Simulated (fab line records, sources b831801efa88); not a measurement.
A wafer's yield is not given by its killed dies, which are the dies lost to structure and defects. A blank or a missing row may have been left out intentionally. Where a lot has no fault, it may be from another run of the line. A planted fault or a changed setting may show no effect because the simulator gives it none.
Which tool is to blame?	flow gf180mcu	Sampling: 6 lots, 18 wafers, 5 of 602 route steps

== WHAT EACH GAUGE READ, for each wafer ==
GF_SAB_OVL_MEAS_10.
lot	measured	on	SAB_OVL (nm)
L544	day 15 19:16	overlay-02	1.8 1.5 1.5
L550	day 17 17:52	overlay-01	-1.1 -1.3 -2.0
L553	day 19 03:58	overlay-01	1.0 -0.2 0.4
L555	day 19 15:57	overlay-01	2.4 2.0 1.9
L563	day 22 10:14	overlay-01	0.4 0.2 1.0
L565	day 23 13:50	overlay-02	1.4 0.4 1.3

== WHICH TOOL RAN EACH LOT (tool, then ch and the chambers of the sampled wafers, then the start) ==
lot	GF_NWELL_COAT_02	GF_NWELL_STRIP_10	GF_HV_LDD_STRIP_37	GF_HV_LDD_STRIP_49
L544	lithoTrack-02 ch 0, day 3 11:59	plasmaAsher-01 ch 0,1, day 3 19:36	plasmaAsher-03 ch 0,1, day 12 05:12	plasmaAsher-01 ch 0,1, day 13 01:08
L550	lithoTrack-04 ch 0, day 4 18:47	plasmaAsher-02 ch 0,1, day 5 01:49	plasmaAsher-01 ch 0,1, day 14 00:02	plasmaAsher-01 ch 0,1, day 14 21:15
L553	lithoTrack-02 ch 0, day 5 13:14	plasmaAsher-04 ch 0,1, day 5 21:03	plasmaAsher-03 ch 0,1, day 15 06:19	plasmaAsher-03 ch 0,1, day 16 04:34
L555	lithoTrack-04 ch 0, day 5 23:16	plasmaAsher-02 ch 0,1, day 6 07:28	plasmaAsher-03 ch 0,1, day 15 17:06	plasmaAsher-04 ch 0,1, day 16 15:23
L563	lithoTrack-03 ch 0, day 7 17:26	plasmaAsher-04 ch 0,1, day 8 01:34	plasmaAsher-03 ch 0,1, day 18 07:02	plasmaAsher-04 ch 0,1, day 19 06:41
L565	lithoTrack-03 ch 0, day 8 05:50	plasmaAsher-02 ch 0,1, day 8 14:40	plasmaAsher-04 ch 0,1, day 19 11:11	plasmaAsher-01 ch 0,1, day 20 12:02
- GF_NWELL_COAT_02: resist thk 3000 nm.
- GF_NWELL_STRIP_10: strips in O2/N2.
- GF_HV_LDD_STRIP_37: strips in O2/N2.
- GF_HV_LDD_STRIP_49: strips in O2/N2.

== THE ANSWER, worked out from the rows above alone ==
Rule: the usual values come from the lots themselves. The widest of any qualifying gaps counts: lots, ordered by their means at a reading, are off when they make up no more than a third of the lots, leave a main group of 4 or more, and stand apart from it by 3 or more times the standard deviation of that group's means. A main group whose means are all the same, to the digits that the tables above print for the reading, isn't used. Also off: a lot with no number at a reading for which 4 or more lots have one. The other lots that the step has rows for count as sound.
No lot is off on any of the readings shown, so nothing can be concluded from this.

== WHAT THE SIMULATOR PUT IN ==
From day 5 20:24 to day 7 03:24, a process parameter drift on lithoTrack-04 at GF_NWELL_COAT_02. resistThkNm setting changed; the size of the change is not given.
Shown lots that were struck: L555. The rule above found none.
